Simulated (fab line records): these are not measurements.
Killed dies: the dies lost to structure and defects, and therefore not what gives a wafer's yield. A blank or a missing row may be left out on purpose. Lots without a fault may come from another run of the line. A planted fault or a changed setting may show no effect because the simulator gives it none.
Lot-split experiment || flow sky130 || 5 lots, 23 wafers read, on a route of 708 steps

## ABOUT THE SPLIT
At SKY_CAP2M_SPUTTER_02 (material TiN, target thk 200 nm, time 166.7 s), the setting power_w was moved away from the recipe's 6500 W on 11 of the 23 wafers read, by -4.4% to +9.4%. For the rest of the wafers, this setting stayed at what the recipe calls for.

## FROM THE SPLIT TO THE READING: what the file shows between them, 5 steps
- SKY_CAP2M_RS_MEAS_03: measures by four-point-probe
- SKY_CAP2M_THK_MEAS_04: measures by xrf
- SKY_CAP2M_DEHYDRATE_05: time 60 s
- SKY_CAP2M_HMDS_06: prime time 60 s
- SKY_CAP2M_DEVELOP_11: develop time 60 s

## THE READING
oes_product_au, in a.u., at SKY_CAP2M_METAL_ETCH_13 (etches TiN in Cl2/BCl3, stops on SiO2, target depth 220 nm, time 62.9 s). Fault-free wafers of this fab line usually give 0.941 a.u., standard deviation 0.0098 a.u.

{"wafer": "L076.1", "tool, chamber at the split": "pvd_sputter-02, -", "power_w as run, W": 6500, "against the recipe": "recipe", "oes_product_au, a.u.": 0.932, "against lot-mates on the recipe": "-"}
{"wafer": "L076.2", "tool, chamber at the split": "pvd_sputter-02, -", "power_w as run, W": 7108, "against the recipe": "+9.4%", "oes_product_au, a.u.": 0.977, "against lot-mates on the recipe": "+0.044"}
{"wafer": "L076.3", "tool, chamber at the split": "pvd_sputter-02, -", "power_w as run, W": 7108, "against the recipe": "+9.4%", "oes_product_au, a.u.": 0.985, "against lot-mates on the recipe": "+0.052"}
{"wafer": "L076.5", "tool, chamber at the split": "pvd_sputter-02, -", "power_w as run, W": 6500, "against the recipe": "recipe", "oes_product_au, a.u.": 0.934, "against lot-mates on the recipe": "-"}
{"wafer": "L076.6", "tool, chamber at the split": "pvd_sputter-02, -", "power_w as run, W": 7108, "against the recipe": "+9.4%", "oes_product_au, a.u.": 0.983, "against lot-mates on the recipe": "+0.050"}
{"wafer": "L080.1", "tool, chamber at the split": "pvd_sputter-02, -", "power_w as run, W": 6500, "against the recipe": "recipe", "oes_product_au, a.u.": 0.941, "against lot-mates on the recipe": "-"}
{"wafer": "L080.3", "tool, chamber at the split": "pvd_sputter-02, -", "power_w as run, W": 6215, "against the recipe": "-4.4%", "oes_product_au, a.u.": 0.907, "against lot-mates on the recipe": -0.034}
{"wafer": "L080.4", "tool, chamber at the split": "pvd_sputter-02, -", "power_w as run, W": 6215, "against the recipe": "-4.4%", "oes_product_au, a.u.": 0.921, "against lot-mates on the recipe": -0.020}
{"wafer": "L080.5", "tool, chamber at the split": "pvd_sputter-02, -", "power_w as run, W": 6500, "against the recipe": "recipe", "oes_product_au, a.u.": 0.942, "against lot-mates on the recipe": "-"}
{"wafer": "L080.6", "tool, chamber at the split": "pvd_sputter-02, -", "power_w as run, W": 6215, "against the recipe": "-4.4%", "oes_product_au, a.u.": 0.921, "against lot-mates on the recipe": -0.020}
{"wafer": "L082.1", "tool, chamber at the split": "pvd_sputter-02, -", "power_w as run, W": 6500, "against the recipe": "recipe", "oes_product_au, a.u.": 0.935, "against lot-mates on the recipe": "-"}
{"wafer": "L082.2", "tool, chamber at the split": "pvd_sputter-02, -", "power_w as run, W": 6213, "against the recipe": "-4.4%", "oes_product_au, a.u.": 0.926, "against lot-mates on the recipe": -0.014}
{"wafer": "L082.3", "tool, chamber at the split": "pvd_sputter-02, -", "power_w as run, W": 6213, "against the recipe": "-4.4%", "oes_product_au, a.u.": 0.911, "against lot-mates on the recipe": -0.029}
{"wafer": "L082.5", "tool, chamber at the split": "pvd_sputter-02, -", "power_w as run, W": 6500, "against the recipe": "recipe", "oes_product_au, a.u.": 0.945, "against lot-mates on the recipe": "-"}
{"wafer": "L082.6", "tool, chamber at the split": "pvd_sputter-02, -", "power_w as run, W": 6213, "against the recipe": "-4.4%", "oes_product_au, a.u.": 0.917, "against lot-mates on the recipe": -0.023}
{"wafer": "L083.4", "tool, chamber at the split": "pvd_sputter-03, -", "power_w as run, W": 6500, "against the recipe": "recipe", "oes_product_au, a.u.": 0.942, "against lot-mates on the recipe": "-"}
{"wafer": "L083.5", "tool, chamber at the split": "pvd_sputter-03, -", "power_w as run, W": 6500, "against the recipe": "recipe", "oes_product_au, a.u.": 0.942, "against lot-mates on the recipe": "-"}
{"wafer": "L083.6", "tool, chamber at the split": "pvd_sputter-03, -", "power_w as run, W": 6500, "against the recipe": "recipe", "oes_product_au, a.u.": 0.952, "against lot-mates on the recipe": "-"}
{"wafer": "L085.2", "tool, chamber at the split": "pvd_sputter-02, -", "power_w as run, W": 6847, "against the recipe": "+5.3%", "oes_product_au, a.u.": 0.979, "against lot-mates on the recipe": "+0.039"}
{"wafer": "L085.3", "tool, chamber at the split": "pvd_sputter-02, -", "power_w as run, W": 6500, "against the recipe": "recipe", "oes_product_au, a.u.": 0.935, "against lot-mates on the recipe": "-"}
{"wafer": "L085.4", "tool, chamber at the split": "pvd_sputter-02, -", "power_w as run, W": 6500, "against the recipe": "recipe", "oes_product_au, a.u.": 0.933, "against lot-mates on the recipe": "-"}
{"wafer": "L085.5", "tool, chamber at the split": "pvd_sputter-02, -", "power_w as run, W": 6500, "against the recipe": "recipe", "oes_product_au, a.u.": 0.953, "against lot-mates on the recipe": "-"}
{"wafer": "L085.6", "tool, chamber at the split": "pvd_sputter-02, -", "power_w as run, W": 6847, "against the recipe": "+5.3%", "oes_product_au, a.u.": 0.978, "against lot-mates on the recipe": "+0.038"}

FIT RESULTS
A straight line over all 23 wafers: oes_product_au changes by +0.005 a.u. for each +1% of power_w; r = +0.95; the points scatter about the line by 0.0075 a.u.
The same after taking each lot's own level away (the mean of its wafers on the recipe; 23 wafers): +0.00548 a.u. for each +1%; r = +0.97; scatter 0.0063 a.u.
On that fit, the largest move of power_w shifts the reading by 0.051 a.u.
The lots' own levels span 0.9330 to 0.9453 a.u., that is 1.3 times the standard deviation above.
Consequently the slope shifts little with the lot-to-lot level, the two slopes agreeing.
Check: with one of the wafers moved furthest among these (+9.4%) left out of the fit, the line predicts +0.0541 a.u. for it against its lot-mates. It came out at +0.044 a.u. against them.

## THE WHOLE CHAIN: every reading that the file lists as answering this split, in the file's order
{"step": "SKY_CAP2M_SPUTTER_02", "what it does": "material TiN, target thk 200 nm, time 166.7 s", "reading": "TiN_of_CAP2M_SPUTTER_02.thk_nm (the simulator's own value, which no gauge read)", "change (the file's fit)": "+2 nm for each +1% of the setting", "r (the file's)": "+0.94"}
{"step": "SKY_CAP2M_RS_MEAS_03", "what it does": "measures by four-point-probe", "reading": "CAP2M_TIN_RS", "change (the file's fit)": "-0.0689 for each +1% of the setting", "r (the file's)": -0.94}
{"step": "SKY_CAP2M_THK_MEAS_04", "what it does": "measures by xrf", "reading": "CAP2M_TIN_THK", "change (the file's fit)": "+2.04 for each +1% of the setting", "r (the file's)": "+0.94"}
{"step": "SKY_CAP2M_METAL_ETCH_13", "what it does": "etches TiN in Cl2/BCl3, stops on SiO2, target depth 220 nm, time 62.9 s", "reading": "oes_product_au", "change (the file's fit)": "+0.00562 a.u. for each +1% of the setting", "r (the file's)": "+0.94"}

## THE FILE'S OWN FIT
oes_product_au changes by +0.00562 a.u. for each +1% of power_w, r = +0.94.
